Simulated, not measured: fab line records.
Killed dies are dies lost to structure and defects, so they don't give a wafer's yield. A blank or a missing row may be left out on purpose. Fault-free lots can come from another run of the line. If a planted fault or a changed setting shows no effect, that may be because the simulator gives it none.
Matching of chambers    flow sky130    SKY_VIA2_CMP_24 on cmp-02: 4 sister chambers
The step polishes, stops on SiO2, t overpolish 20 s, target thk 0 nm. 20 wafers are shown with their chamber, then 10 later ones without.

== EACH WAFER AND ITS CHAMBER ==
wafer   chamber  motor current A (A)  time to endpoint s (s)  overpolish run s (s)
L930.1  0        11.8                 102                     19.993
L930.2  1        10.9                 101                     19.984
L930.3  2        11.8                 103                     20.004
L931.1  2        12.2                 100                     19.993
L931.3  3        9.8                  100                     19.980
L931.6  3        10.7                 101                     20.000
L934.1  0        11.4                 103                     20.013
L934.3  2        11.7                 102                     19.979
L934.6  0        11.8                 103                     20.000
L936.2  1        10.6                 97                      19.995
L936.3  2        12.3                 98                      19.992
L936.4  3        10.7                 101                     19.995
L937.4  3        10.2                 103                     20.012
L937.5  3        10.4                 102                     19.995
L937.6  2        11.7                 100                     20.000
L939.2  1        11.1                 107                     19.998
L939.3  2        12.3                 100                     20.010
L939.4  0        11.4                 106                     19.998
L944.2  3        10.7                 105                     20.010
L944.4  1        11.4                 106                     20.009

SIGNATURES (means of the wafers above)
reading             chamber 0  chamber 1  chamber 2  chamber 3  scatter within a chamber
motor current A     11.600     11.000     12.000     10.417     0.317
time to endpoint s  103.50     102.75     100.50     102.00     2.56
overpolish run s    20.00100   19.99650   19.99633   19.99867   0.0106
Rule: for each reading, subtract the chamber's mean from the wafer's reading, divide by that reading's scatter and square the result; add these up over the readings and take the root, which gives the wafer's distance from the chamber. If the next closest chamber is less than 2 further off than the closest, the wafer can't be placed; otherwise it belongs to the closest. The scatter is the square root of a quotient: the sum, over the shown wafers, of each reading's squared deviation from its chamber's mean, divided by wafers minus chambers.

== WAFERS MISSING THEIR CHAMBER ==
wafer   motor current A (A)  time to endpoint s (s)  overpolish run s (s)
L944.6  11.9                 97                      19.996
L946.1  10.8                 103                     20.007
L946.5  11.3                 101                     19.998
L946.6  11.6                 110                     19.986
L947.1  12.2                 101                     19.999
L947.3  10.9                 101                     19.994
L947.5  11.0                 105                     20.006
L948.1  11.6                 98                      19.991
L948.3  11.3                 97                      20.008
L948.6  11.6                 102                     20.006

== THE CHAMBER EACH PASSED THROUGH ==
wafer   from the rows above                in truth
L944.6  can't be placed: 2 or 0            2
L946.1  can't be placed: 1 or 3 or 0       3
L946.5  can't be placed: 1 or 0 or 2 or 3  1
L946.6  can't be placed: 0 or 1 or 2       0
L947.1  can't be placed: 2 or 0            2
L947.3  can't be placed: 1 or 3 or 0       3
L947.5  can't be placed: 1 or 0 or 3       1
L948.1  can't be placed: 2 or 0 or 1       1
L948.3  can't be placed: 1 or 0 or 2 or 3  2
L948.6  can't be placed: 0 or 2 or 1       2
0 of 10 placed correctly. Cannot be placed on the basis of these rows: 10; the candidates contain the true chamber in 10. Placed wrongly: 0.
